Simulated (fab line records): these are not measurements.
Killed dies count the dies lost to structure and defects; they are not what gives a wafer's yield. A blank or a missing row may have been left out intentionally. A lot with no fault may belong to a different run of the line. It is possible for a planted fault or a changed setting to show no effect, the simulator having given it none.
fab line records	flow gf180mcu
record: lots: 14	wafers: 42	last-day: 34
route steps=602 shown V5@543 TOP_METAL@572 PASSIVATION@595
lots that met no fault: taken from a fault-free run of the same line
start-h: the number of hours between the record's first day and the start of the first shown wafer of the lot	wait-h: time in hours since the lot's previous step	" identical to the entry in the row above	L1.1+2: several wafers, shown together as one row	- no value present, or no start provided	* or withheld: withheld	< > ~ a bound
route shown NAME@n: NAME is a module with steps in the file, n the number in the route of the first one	usual: mean/standard deviation taken from wafers without a fault	same: alike in all rows	chamber/n: place in a boat	sites: each site's reading	_std_site: standard deviation across them	_edge_site: outer sites' mean less inner sites'	radius-mm: for every site, how far away it sits from the centre of the wafer	mask NAME#n: copy n	behind: the most recent tool/chamber to have shaped the wafer	hold: why the lot went on hold/how many hours it stayed there/how the hold came to an end	device: the n, p or np transistor that did not switch	end of line: the route-end tests of the same wafers	step lacking rows: just its recipe	killed: at the first sort, the dies lost to defects and structure; wafer yield is something else	map: shows each die of a wafer: x if killed, . if not, _ if none is there
set.NAME: the setting the step ran with; set.NAME@STEP: the setting that earlier step ran with	model.NAME: the simulator's own value behind a step, which no gauge read
route steps across a sampled set of lots; one table per step, one row per wafer
services: a tool's chamber out of use, with start hour (start-h, from the record's first day; less than 0 if before it), hours out, and reason
== steps ==
step: GF_V5_THK_MEAS_03
recipe: reads: SiO2_of_V5_CVD_02
usual: V5_CVD_02_THK: 1440/20
lot.wafer	tool	chamber	start-h	wait-h	V5_CVD_02_THK[nm]
L241.2	film-metro-03	-	610.78	0.1	1416
L241.3	"	-	"	"	1437
L241.6	"	-	"	"	1465
L243.4	film-metro-01	-	631.02	0.0	1432
L243.5	"	-	"	"	1475
L243.6	"	-	"	"	1454
L244.1	film-metro-03	-	636.69	0.1	1421
L244.3	"	-	"	"	1448
L244.5	"	-	"	"	1447
L249.2	film-metro-01	-	673.94	0.1	1438
L249.5	"	-	"	"	1443
L249.6	"	-	"	"	1466
L251.2	film-metro-04	-	685.51	0.1	1424
L251.3	"	-	"	"	1428
L251.4	"	-	"	"	1460
L252.1	film-metro-03	-	692.27	0.1	1420
L252.2	"	-	"	"	1414
L252.6	"	-	"	"	1436
L253.1	film-metro-03	-	699.40	0.1	1427
L253.3	"	-	"	"	1451
L253.6	"	-	"	"	1468
L257.2	film-metro-01	-	724.63	0.1	1426
L257.3	"	-	"	"	1404
L257.4	"	-	"	"	1447
L258.1	film-metro-04	-	729.28	0.1	1413
L258.4	"	-	"	"	1443
L258.6	"	-	"	"	1455
L259.1	film-metro-03	-	737.28	0.1	1417
L259.3	"	-	"	"	1442
L259.6	"	-	"	"	1475
L261.2	film-metro-03	-	745.82	0.1	1444
L261.3	"	-	"	"	1433
L261.6	"	-	"	"	1451
L262.2	film-metro-04	-	754.25	0.1	1448
L262.3	"	-	"	"	1433
L262.4	"	-	"	"	1466
L263.3	film-metro-01	-	761.12	0.1	1447
L263.4	"	-	"	"	1437
L263.5	"	-	"	"	1466
L264.1	film-metro-03	-	766.57	0.1	1434
L264.3	"	-	"	"	1427
L264.4	"	-	"	"	1446
step: GF_V5_BOW_MEAS_05
recipe: mode: bow
usual: V5_BOW: 136/9.1
lot.wafer	tool	chamber	start-h	wait-h	V5_BOW[um]
L241.2	film-metro-03	-	611.15	0.2	141
L241.3	"	-	"	"	136
L241.6	"	-	"	"	130
L243.4	film-metro-03	-	631.41	0.2	137
L243.5	"	-	"	"	132
L243.6	"	-	"	"	133
L244.1	film-metro-03	-	637.05	0.2	123
L244.3	"	-	"	"	145
L244.5	"	-	"	"	131
L249.2	film-metro-04	-	674.31	0.2	136
L249.5	"	-	"	"	132
L249.6	"	-	"	"	141
L251.2	film-metro-04	-	685.98	0.2	137
L251.3	"	-	"	"	142
L251.4	"	-	"	"	149
L252.1	film-metro-01	-	692.63	0.1	139
L252.2	"	-	"	"	158
L252.6	"	-	"	"	148
L253.1	film-metro-01	-	699.76	0.2	131
L253.3	"	-	"	"	138
L253.6	"	-	"	"	125
L257.2	film-metro-04	-	725.00	0.1	134
L257.3	"	-	"	"	140
L257.4	"	-	"	"	139
L258.1	film-metro-01	-	729.64	0.2	138
L258.4	"	-	"	"	121
L258.6	"	-	"	"	132
L259.1	film-metro-03	-	737.64	0.2	116
L259.3	"	-	"	"	131
L259.6	"	-	"	"	132
L261.2	film-metro-04	-	746.42	0.2	133
L261.3	"	-	"	"	137
L261.6	"	-	"	"	136
L262.2	film-metro-04	-	755.04	0.2	149
L262.3	"	-	"	"	135
L262.4	"	-	"	"	140
L263.3	film-metro-03	-	761.50	0.3	125
L263.4	"	-	"	"	122
L263.5	"	-	"	"	129
L264.1	film-metro-03	-	767.47	0.2	154
L264.3	"	-	"	"	144
L264.4	"	-	"	"	159
step: GF_TOP_METAL_RS_MEAS_05
recipe: thk-meas-gauge: four-point-probe	reads: TiN_of_TOP_METAL_SPUTTER_04+Ti_of_TOP_METAL_SPUTTER_03+AlCu_of_TOP_METAL_SPUTTER_02+TiN_of_TOP_METAL_SPUTTER_01+Ti_of_TOP_METAL_SPUTTER_00
usual: TOP_METAL_ALCU_RS: 0.0328/0.00039
lot.wafer	tool	chamber	start-h	wait-h	TOP_METAL_ALCU_RS[ohm/sq]
L241.2	film-metro-03	-	632.96	0.0	0.0319
L241.3	"	-	"	"	0.0320
L241.6	"	-	"	"	0.0319
L243.4	film-metro-03	-	652.89	0.1	0.0323
L243.5	"	-	"	"	0.0327
L243.6	"	-	"	"	0.0325
L244.1	film-metro-03	-	658.57	0.0	0.0331
L244.3	"	-	"	"	0.0326
L244.5	"	-	"	"	0.0330
L249.2	film-metro-03	-	695.38	0.0	0.0331
L249.5	"	-	"	"	0.0324
L249.6	"	-	"	"	0.0328
L251.2	film-metro-02	-	706.33	0.0	0.0326
L251.3	"	-	"	"	0.0328
L251.4	"	-	"	"	0.0330
L252.1	film-metro-03	-	713.12	0.0	0.0332
L252.2	"	-	"	"	0.0326
L252.6	"	-	"	"	0.0328
L253.1	film-metro-03	-	719.56	0.0	0.0324
L253.3	"	-	"	"	0.0328
L253.6	"	-	"	"	0.0322
L257.2	film-metro-04	-	745.74	0.0	0.0337
L257.3	"	-	"	"	0.0332
L257.4	"	-	"	"	0.0330
L258.1	film-metro-02	-	748.42	0.0	0.0323
L258.4	"	-	"	"	0.0330
L258.6	"	-	"	"	0.0325
L259.1	film-metro-03	-	755.84	0.0	0.0327
L259.3	"	-	"	"	0.0330
L259.6	"	-	"	"	0.0328
L261.2	film-metro-03	-	763.66	0.0	0.0327
L261.3	"	-	"	"	0.0326
L261.6	"	-	"	"	0.0327
L262.2	film-metro-04	-	772.44	0.0	0.0331
L262.3	"	-	"	"	0.0324
L262.4	"	-	"	"	0.0327
L263.3	film-metro-02	-	778.66	0.1	0.0329
L263.4	"	-	"	"	0.0329
L263.5	"	-	"	"	0.0331
L264.1	film-metro-02	-	784.60	0.0	0.0332
L264.3	"	-	"	"	0.0336
L264.4	"	-	"	"	0.0331
step: GF_PASSIVATION_EXPOSE_08
recipe: mask-id: Pad	target-cd-nm: 40000	na: 0.57	dose-mj: 310
usual: exposure-dose-mJ-cm2: 310.00/0.3	focus-offset-nm: 0.0/0.48
lot.wafer	tool	chamber	start-h	wait-h	mask	exposure-dose-mJ-cm2	focus-offset-nm
L241.2	iline-stepper-01	0	663.70	-	Pad#0	309.91	-0.1
L241.3	"	0	"	"	Pad#0	310.12	-0.6
L241.6	"	0	"	"	Pad#0	309.93	0.6
L243.4	iline-stepper-01	-	682.65	-	Pad#0	-	-
L243.5	"	-	"	"	Pad#0	-	-
L243.6	"	-	"	"	Pad#0	-	-
L244.1	iline-stepper-02	-	687.96	-	Pad#0	-	-
L244.3	"	-	"	"	Pad#0	-	-
L244.5	"	-	"	"	Pad#0	-	-
L249.2	iline-stepper-01	0	722.72	-	Pad#0	309.68	0.4
L249.5	"	0	"	"	Pad#0	309.88	-0.2
L249.6	"	0	"	"	Pad#0	309.83	-0.5
L251.2	iline-stepper-02	0	734.24	-	Pad#0	310.25	0.4
L251.3	"	0	"	"	Pad#0	310.40	0.1
L251.4	"	0	"	"	Pad#0	310.35	-0.1
L252.1	iline-stepper-01	0	740.98	-	Pad#0	309.87	0.3
L252.2	"	0	"	"	Pad#0	309.79	0.9
L252.6	"	0	"	"	Pad#0	309.83	0.1
L253.1	iline-stepper-01	0	745.97	-	Pad#0	310.01	-0.4
L253.3	"	0	"	"	Pad#0	310.15	-0.2
L253.6	"	0	"	"	Pad#0	310.19	0.2
L257.2	iline-stepper-01	0	771.10	-	Pad#0	310.61	0.4
L257.3	"	0	"	"	Pad#0	310.39	0.6
L257.4	"	0	"	"	Pad#0	310.06	0.5
L258.1	iline-stepper-01	0	774.02	-	Pad#0	310.37	0.4
L258.4	"	0	"	"	Pad#0	310.15	0.0
L258.6	"	0	"	"	Pad#0	310.18	-0.3
L259.1	iline-stepper-02	0	780.66	-	Pad#0	310.24	-0.6
L259.3	"	0	"	"	Pad#0	310.01	-0.3
L259.6	"	0	"	"	Pad#0	310.00	1.1
L261.2	iline-stepper-01	0	788.72	-	Pad#0	310.40	0.0
L261.3	"	0	"	"	Pad#0	310.46	0.7
L261.6	"	0	"	"	Pad#0	310.07	0.1
L262.2	iline-stepper-02	0	796.77	-	Pad#0	309.95	0.1
L262.3	"	0	"	"	Pad#0	309.28	0.7
L262.4	"	0	"	"	Pad#0	309.75	0.2
L263.3	iline-stepper-01	0	802.20	-	Pad#0	309.92	0.3
L263.4	"	0	"	"	Pad#0	309.94	0.7
L263.5	"	0	"	"	Pad#0	309.78	0.3
L264.1	iline-stepper-02	0	808.25	-	Pad#0	310.39	-0.5
L264.3	"	0	"	"	Pad#0	310.39	0.0
L264.4	"	0	"	"	Pad#0	310.25	0.1
== services ==
tool	chamber	start-h	hours	kind
iline-stepper-01	-	651.03	0.8	repair
iline-stepper-02	-	660.89	10.9	repair
iline-stepper-02	0	682.20	-	calibration
iline-stepper-01	-	755.25	10.3	repair
== key ==
first-sign: step: GF_PASSIVATION_EXPOSE_08	reading: tool-record	direction: missing
effect none on later readings
met-at GF_PASSIVATION_EXPOSE_08
struck-lots L243,L244
later-rows-left-out L243.4,L243.5,L243.6,L244.1,L244.3,L244.5
sort-left-out L243.4,L243.5,L243.6,L244.1,L244.3,L244.5
not-acting-at GF_V5_THK_MEAS_03,GF_V5_BOW_MEAS_05,GF_TOP_METAL_RS_MEAS_05
onset-between 663.70 682.65
fault: kind: skipped-step-whole	tool: iline-stepper-01,iline-stepper-02	chamber: -	onset-h: 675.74	steps: GF_PASSIVATION_EXPOSE_08	scope: struck-lots-only
sort-left-out: the simulated sort isn't trusted on such a fault, so these wafers' sort isn't shown, and their yield isn't known
later-rows-left-out: the simulator's readings of these wafers behind a module that went badly wrong aren't trusted and aren't shown, but for the sort
